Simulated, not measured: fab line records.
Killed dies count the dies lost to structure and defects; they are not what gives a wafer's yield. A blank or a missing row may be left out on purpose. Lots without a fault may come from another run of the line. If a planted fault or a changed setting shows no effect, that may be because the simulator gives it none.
Comparing a struck lot with a sound one ; flow sky130 ; 20 steps out of a route of 708
Sound: wafers L576.4, L576.5, L576.6. Wafers L565.1, L565.2, L565.3 were the ones struck. Last of all comes the cause.
Each step with rows lists, per side, the tool, then ch with its chambers, then its first start. Under that, the readings that differ: sound wafers ; struck wafers ; difference of the means ; sigmas: that difference in standard deviations of wafers without a fault.
alike: readings with means less than 2 such deviations apart, plus words and numbers identical on both sides. not compared: withheld readings, readings lacking a value on some wafer, bounds such as >300 that could conceal the same value, and numbers that have no deviation in the record and whose values overlap.
A row with sigmas, a row that says differs or no value, or rows on one side alone: a step with any of these is where the two part. Numbers that have no deviation but don't overlap get no sigmas and don't part them. A reading that every wafer of one side lacks parts them only if that side has two wafers or more.

first, 3 steps without rows for these wafers: SKY_POLY_CUT_EXPOSE_05 (exposes mask NPCM, target cd 270 nm); SKY_POLY_CUT_PEB_06; SKY_POLY_CUT_DEVELOP_07 (develop time 60 s).
SKY_POLY_CUT_CD_MEAS_08 targets a cd of 270 nm.
  struck on cdSem-02, day 25 10:02; sound on cdSem-01, day 29 03:54
reading;sound;struck;difference;sigmas
cdNm (nm);270.7 269.6 271.9;268.2 267.8 267.1;-3.0;-2
SKY_POLY_CUT_OVL_MEAS_09:
  struck on overlay-01, day 25 10:09; sound on overlay-01, day 29 03:59
reading;sound;struck;difference;sigmas
POLY_CUT_OVL (nm);4 -2 12;-8 -3 -12;-12;-2
SKY_POLY_CUT_ETCH_10: etches BARC in N2/H2, stops on SiO2, time 45.9 s, target depth 60 nm.
  sound on rieDiel-02 ch 0,2,3, day 29 04:01; struck on rieDiel-02 ch 0,2,3, day 25 10:11
reading;sound;struck;difference;sigmas
rfHoursCounterH (h);- - -;10 19 33;no value on the sound wafers;
  alike: drypumpMotorCurrentA, oesProductAu, throttleValvePct
SKY_POLY_CUT_ETCH_11: etches Si3N4 in CF4/CH2F2/Ar, stops on poly-Si, time 43.17 s, target depth 60 nm.
  sound on rieDiel-02 ch 0,2,3, day 29 04:04; struck on rieDiel-02 ch 0,2,3, day 25 10:14
reading;sound;struck;difference;sigmas
rfHoursCounterH (h);- - -;10 19 33;no value on the sound wafers;
  alike: cf4FlowSccm, drypumpMotorCurrentA, oesProductAu, throttleValvePct
SKY_POLY_CUT_STRIP_12: strips in O2/N2.
  sound on plasmaAsher-01 ch 0,1, day 29 04:07; struck on plasmaAsher-02 ch 0,1, day 25 10:16
  alike: drypumpMotorCurrentA, oesProductAu, stripTimeToEndpointS
  not compared: rfHoursCounterH
then, 4 steps without rows for these wafers: SKY_SD_P_DEHYDRATE_00 (time 60 s); SKY_SD_P_HMDS_01 (prime time 60 s); SKY_SD_P_COAT_02 (resist thk 1140 nm); SKY_SD_P_SOFTBAKE_03 (time 60 s).
SKY_SD_P_EXPOSE_04: exposes mask PSDM, target cd 380 nm.
  sound on ilineStepper-02 ch 0, day 29 17:51; struck on ilineStepper-01 ch 0, day 26 01:13
reading;sound;struck;difference;sigmas
mask;PSDM#0 PSDM#0 PSDM#0;LDNTM#0 LDNTM#0 LDNTM#0;differs;
  alike: focusOffsetNm
then, 2 steps without rows for these wafers: SKY_SD_P_PEB_05; SKY_SD_P_DEVELOP_06 (develop time 60 s).
SKY_SD_P_CD_MEAS_07 targets a cd of 380 nm.
  struck on cdSem-01, day 26 15:37; sound on cdSem-02, day 30 07:05
reading;sound;struck;difference;sigmas
cdNm (nm);382.5 380.6 384.8;- - -;no value on the struck wafers;
SKY_SD_P_OVL_MEAS_08:
  struck on overlay-01, day 26 15:44; sound on overlay-02, day 30 07:10
reading;sound;struck;difference;sigmas
SD_P_OVL (nm);2.0 0.7 1.4;- - -;no value on the struck wafers;
after that, 1 step had no rows for these wafers: SKY_SD_P_IMPLANT_09.
SKY_SD_P_STRIP_10: strips in O2/N2.
  sound on plasmaAsher-01 ch 0,1, day 30 07:22; struck on plasmaAsher-04 ch 0,1, day 26 15:55
  alike: drypumpMotorCurrentA, oesProductAu, stripTimeToEndpointS
  not compared: rfHoursCounterH
SKY_SD_P_TW_MEAS_11:
  struck on filmMetro-01, day 26 16:14; sound on filmMetro-02, day 30 07:28
reading;sound;struck;difference;sigmas
SD_P_TW;2851 2840 2842;30 30 30;-2814;-99 or more
  not compared: hold

WHERE THEY PART
First at SKY_POLY_CUT_CD_MEAS_08; last, within this record, at SKY_SD_P_TW_MEAS_11.

WHY: what the simulator had put in
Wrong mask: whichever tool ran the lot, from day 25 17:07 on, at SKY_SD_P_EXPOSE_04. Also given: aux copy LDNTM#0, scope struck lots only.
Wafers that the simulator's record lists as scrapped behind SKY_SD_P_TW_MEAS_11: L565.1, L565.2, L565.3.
